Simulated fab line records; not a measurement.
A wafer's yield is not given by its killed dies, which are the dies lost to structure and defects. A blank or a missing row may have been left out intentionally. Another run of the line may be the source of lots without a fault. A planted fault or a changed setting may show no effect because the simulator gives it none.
The tool behind it: which one? / flow gf180mcu / 42 wafers from 14 lots sampled at 4 of the route's 602 steps

== WHAT THE GAUGES READ, wafer by wafer ==
GF_MIM_THK_MEAS_11: measures by xrf. Usual: MIM_ALCU_THK typically reads 208.9 nm, with standard deviation 1.9.
lot=L702; measured=day 25 04:17; on=filmMetro-01; MIM_ALCU_THK (nm)=207.6 207.4 206.8; flag=
lot=L704; measured=day 25 22:14; on=filmMetro-02; MIM_ALCU_THK (nm)=208.2 210.3 206.5; flag=
lot=L705; measured=day 25 22:15; on=filmMetro-04; MIM_ALCU_THK (nm)=210.3 209.3 211.1; flag=
lot=L706; measured=day 26 00:26; on=filmMetro-02; MIM_ALCU_THK (nm)=208.6 209.6 206.4; flag=
lot=L708; measured=day 26 13:56; on=filmMetro-01; MIM_ALCU_THK (nm)=208.2 209.9 211.9; flag=
lot=L711; measured=day 27 12:47; on=filmMetro-02; MIM_ALCU_THK (nm)=212.5 209.8 213.3; flag=
lot=L712; measured=day 27 19:53; on=filmMetro-04; MIM_ALCU_THK (nm)=205.5 208.6 209.0; flag=
lot=L716; measured=day 28 18:49; on=filmMetro-02; MIM_ALCU_THK (nm)=207.7 207.0 208.3; flag=
lot=L717; measured=day 29 07:25; on=filmMetro-02; MIM_ALCU_THK (nm)=208.0 208.3 205.9; flag=
lot=L718; measured=day 29 16:34; on=filmMetro-01; MIM_ALCU_THK (nm)=208.8 213.9 211.4; flag=
lot=L719; measured=day 29 22:11; on=filmMetro-04; MIM_ALCU_THK (nm)=208.3 209.7 208.0; flag=
lot=L721; measured=day 30 06:47; on=filmMetro-02; MIM_ALCU_THK (nm)=211.3 207.5 209.7; flag=
lot=L723; measured=day 30 17:37; on=filmMetro-04; MIM_ALCU_THK (nm)=209.9 209.2 211.4; flag=
lot=L724; measured=day 31 01:05; on=filmMetro-02; MIM_ALCU_THK (nm)=206.7 209.9 207.6; flag=

GF_V5_THK_MEAS_01. Usual: V5_CVD_00_THK typically reads 300.3 nm, with standard deviation 2.8.
lot=L702; measured=day 26 23:05; on=filmMetro-03; V5_CVD_00_THK (nm)=297.3 299.0 295.8; flag=
lot=L704; measured=day 27 15:50; on=filmMetro-03; V5_CVD_00_THK (nm)=291.7 294.1 293.7; flag=
lot=L705; measured=day 27 16:10; on=filmMetro-03; V5_CVD_00_THK (nm)=303.5 299.7 300.7; flag=
lot=L706; measured=day 27 19:06; on=filmMetro-04; V5_CVD_00_THK (nm)=300.9 301.4 304.9; flag=
lot=L708; measured=day 28 06:21; on=filmMetro-04; V5_CVD_00_THK (nm)=300.4 301.0 296.4; flag=
lot=L711; measured=day 29 04:13; on=filmMetro-01; V5_CVD_00_THK (nm)=302.7 297.6 299.9; flag=
lot=L712; measured=day 29 12:17; on=filmMetro-01; V5_CVD_00_THK (nm)=302.9 302.6 304.4; flag=
lot=L716; measured=day 30 10:45; on=filmMetro-04; V5_CVD_00_THK (nm)=300.8 302.5 297.8; flag=
lot=L717; measured=day 30 22:14; on=filmMetro-01; V5_CVD_00_THK (nm)=303.2 301.9 302.2; flag=
lot=L718; measured=day 31 06:04; on=filmMetro-01; V5_CVD_00_THK (nm)=298.9 300.5 303.0; flag=
lot=L719; measured=day 31 11:04; on=filmMetro-04; V5_CVD_00_THK (nm)=299.4 298.8 298.9; flag=
lot=L721; measured=day 31 19:53; on=filmMetro-04; V5_CVD_00_THK (nm)=298.6 301.8 300.4; flag=
lot=L723; measured=day 32 05:40; on=filmMetro-04; V5_CVD_00_THK (nm)=305.1 300.5 305.0; flag=
lot=L724; measured=day 32 12:41; on=filmMetro-03; V5_CVD_00_THK (nm)=303.9 301.8 299.1; flag=

== WHICH TOOL RAN EACH LOT (tool, then ch and the chambers of the sampled wafers, then the start) ==
lot=L702; GF_HV_LDD_SOFTBAKE_27=lithoTrack-02 ch 0, day 11 23:47; GF_MIM_SPUTTER_01=pvdSputter-02, day 25 03:51
lot=L704; GF_HV_LDD_SOFTBAKE_27=lithoTrack-02 ch 0, day 12 12:38; GF_MIM_SPUTTER_01=pvdSputter-03, day 25 21:47
lot=L705; GF_HV_LDD_SOFTBAKE_27=lithoTrack-01 ch 0, day 12 13:32; GF_MIM_SPUTTER_01=pvdSputter-02, day 25 21:48
lot=L706; GF_HV_LDD_SOFTBAKE_27=lithoTrack-01 ch 0, day 12 17:14; GF_MIM_SPUTTER_01=pvdSputter-02, day 26 00:00
lot=L708; GF_HV_LDD_SOFTBAKE_27=lithoTrack-02 ch 0, day 13 03:35; GF_MIM_SPUTTER_01=pvdSputter-02, day 26 13:30
lot=L711; GF_HV_LDD_SOFTBAKE_27=lithoTrack-03 ch 0, day 13 23:02; GF_MIM_SPUTTER_01=pvdSputter-03, day 27 12:20
lot=L712; GF_HV_LDD_SOFTBAKE_27=lithoTrack-01 ch 0, day 14 06:29; GF_MIM_SPUTTER_01=pvdSputter-02, day 27 19:26
lot=L716; GF_HV_LDD_SOFTBAKE_27=lithoTrack-02 ch 0, day 15 10:59; GF_MIM_SPUTTER_01=pvdSputter-01, day 28 18:23
lot=L717; GF_HV_LDD_SOFTBAKE_27=lithoTrack-01 ch 0, day 15 19:17; GF_MIM_SPUTTER_01=pvdSputter-03, day 29 06:57
lot=L718; GF_HV_LDD_SOFTBAKE_27=lithoTrack-02 ch 0, day 16 04:28; GF_MIM_SPUTTER_01=pvdSputter-02, day 29 16:07
lot=L719; GF_HV_LDD_SOFTBAKE_27=lithoTrack-02 ch 0, day 16 14:05; GF_MIM_SPUTTER_01=pvdSputter-02, day 29 21:44
lot=L721; GF_HV_LDD_SOFTBAKE_27=lithoTrack-02 ch 0, day 17 01:29; GF_MIM_SPUTTER_01=pvdSputter-02, day 30 06:21
lot=L723; GF_HV_LDD_SOFTBAKE_27=lithoTrack-01 ch 0, day 17 16:46; GF_MIM_SPUTTER_01=pvdSputter-02, day 30 17:10
lot=L724; GF_HV_LDD_SOFTBAKE_27=lithoTrack-03 ch 0, day 18 00:25; GF_MIM_SPUTTER_01=pvdSputter-01, day 31 00:38
- GF_HV_LDD_SOFTBAKE_27: time 60 s.
- GF_MIM_SPUTTER_01: material TiN, target thk 30 nm, time 25 s.

== WHAT THE TOOLS THEMSELVES READ (means of the sampled wafers that have a number; where no wafer has one, the mark that the record gives instead) ==
GF_HV_LDD_SOFTBAKE_27. Usual: chillPlateTempC 22.98 C, standard deviation 0.11; heaterPowerTotalW 56.60 W, standard deviation 0.048; plateTempC 89.97 C, standard deviation 0.12.
lot=L702; tool=lithoTrack-02; chillPlateTempC (C)=22.93; heaterPowerTotalW (W)=56.57; plateTempC (C)=90.02; flag=
lot=L704; tool=lithoTrack-02; chillPlateTempC (C)=23.11; heaterPowerTotalW (W)=56.61; plateTempC (C)=89.82; flag=
lot=L705; tool=lithoTrack-01; chillPlateTempC (C)=23.15; heaterPowerTotalW (W)=56.63; plateTempC (C)=90.10; flag=
lot=L706; tool=lithoTrack-01; chillPlateTempC (C)=23.01; heaterPowerTotalW (W)=56.57; plateTempC (C)=89.96; flag=
lot=L708; tool=lithoTrack-02; chillPlateTempC (C)=22.96; heaterPowerTotalW (W)=56.62; plateTempC (C)=89.92; flag=
lot=L711; tool=lithoTrack-03; chillPlateTempC (C)=22.99; heaterPowerTotalW (W)=56.61; plateTempC (C)=89.92; flag=
lot=L712; tool=lithoTrack-01; chillPlateTempC (C)=22.90; heaterPowerTotalW (W)=56.58; plateTempC (C)=89.84; flag=
lot=L716; tool=lithoTrack-02; chillPlateTempC (C)=23.07; heaterPowerTotalW (W)=56.64; plateTempC (C)=89.90; flag=
lot=L717; tool=lithoTrack-01; chillPlateTempC (C)=23.07; heaterPowerTotalW (W)=56.59; plateTempC (C)=89.92; flag=
lot=L718; tool=lithoTrack-02; chillPlateTempC (C)=22.95; heaterPowerTotalW (W)=55.20; plateTempC (C)=88.57; flag=OFF
lot=L719; tool=lithoTrack-02; chillPlateTempC (C)=22.93; heaterPowerTotalW (W)=55.26; plateTempC (C)=88.41; flag=OFF
lot=L721; tool=lithoTrack-02; chillPlateTempC (C)=23.04; heaterPowerTotalW (W)=55.29; plateTempC (C)=88.51; flag=OFF
lot=L723; tool=lithoTrack-01; chillPlateTempC (C)=22.93; heaterPowerTotalW (W)=56.58; plateTempC (C)=90.01; flag=
lot=L724; tool=lithoTrack-03; chillPlateTempC (C)=22.89; heaterPowerTotalW (W)=56.63; plateTempC (C)=89.94; flag=

GF_MIM_SPUTTER_01. Usual: chamberPressurePa 0.3999 Pa, standard deviation 0.00092; throttleValvePct 29.7 %, standard deviation 1.1.
lot=L702; tool=pvdSputter-02; chamberPressurePa (Pa)=0.3999; throttleValvePct (%)=29.3; flag=
lot=L704; tool=pvdSputter-03; chamberPressurePa (Pa)=0.4001; throttleValvePct (%)=29.9; flag=
lot=L705; tool=pvdSputter-02; chamberPressurePa (Pa)=0.4005; throttleValvePct (%)=29.1; flag=
lot=L706; tool=pvdSputter-02; chamberPressurePa (Pa)=0.4002; throttleValvePct (%)=30.2; flag=
lot=L708; tool=pvdSputter-02; chamberPressurePa (Pa)=0.3993; throttleValvePct (%)=30.0; flag=
lot=L711; tool=pvdSputter-03; chamberPressurePa (Pa)=0.3999; throttleValvePct (%)=29.6; flag=
lot=L712; tool=pvdSputter-02; chamberPressurePa (Pa)=0.4010; throttleValvePct (%)=30.0; flag=
lot=L716; tool=pvdSputter-01; chamberPressurePa (Pa)=0.3986; throttleValvePct (%)=27.8; flag=
lot=L717; tool=pvdSputter-03; chamberPressurePa (Pa)=0.3997; throttleValvePct (%)=29.8; flag=
lot=L718; tool=pvdSputter-02; chamberPressurePa (Pa)=0.4004; throttleValvePct (%)=29.8; flag=
lot=L719; tool=pvdSputter-02; chamberPressurePa (Pa)=0.4004; throttleValvePct (%)=29.1; flag=
lot=L721; tool=pvdSputter-02; chamberPressurePa (Pa)=0.3999; throttleValvePct (%)=30.0; flag=
lot=L723; tool=pvdSputter-02; chamberPressurePa (Pa)=0.3998; throttleValvePct (%)=30.4; flag=
lot=L724; tool=pvdSputter-01; chamberPressurePa (Pa)=0.4009; throttleValvePct (%)=30.0; flag=

== THE ANSWER, worked out from the rows above alone ==
Rule: take the mean of a lot's wafers that have a number; if it is more than 3 standard deviations from the usual mean, the lot is off. A lot without any number at a reading at which 4 lots or more have one is off too. The other lots that the step has rows for count as sound. After the gauges, taken in route order, come the tools' own readings; for these a lot's mean is taken, as printed above. At the first step where some lot is off, the reading lying furthest off is the one used; lots without a number count as furthest.
Off: L718, L719, L721, at GF_HV_LDD_SOFTBAKE_27 (heaterPowerTotalW).
A tool fits if, at that step or a process step before it, it ran every lot that is off, and no sound lot after the first of them. One fits: GF_HV_LDD_SOFTBAKE_27 on lithoTrack-02. Its last sound lot is L716 (day 15 10:59), its first lot that is off L718 (day 16 04:28): a fault that began between those two fits.
The tool's own readings at GF_HV_LDD_SOFTBAKE_27 bear it out: on the lots that are off they differ by more than 5 times the standard deviation of the sound lots' means. heaterPowerTotalW reads 55.25 W there against 56.60 W on the sound lots; plateTempC reads 88.50 C there against 89.94 C on the sound lots.

== WHAT THE SIMULATOR PUT IN ==
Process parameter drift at GF_HV_LDD_SOFTBAKE_27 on lithoTrack-02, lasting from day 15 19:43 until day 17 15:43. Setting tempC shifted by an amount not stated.
Lots struck among those shown: L718, L719, L721. The rule above found the same.
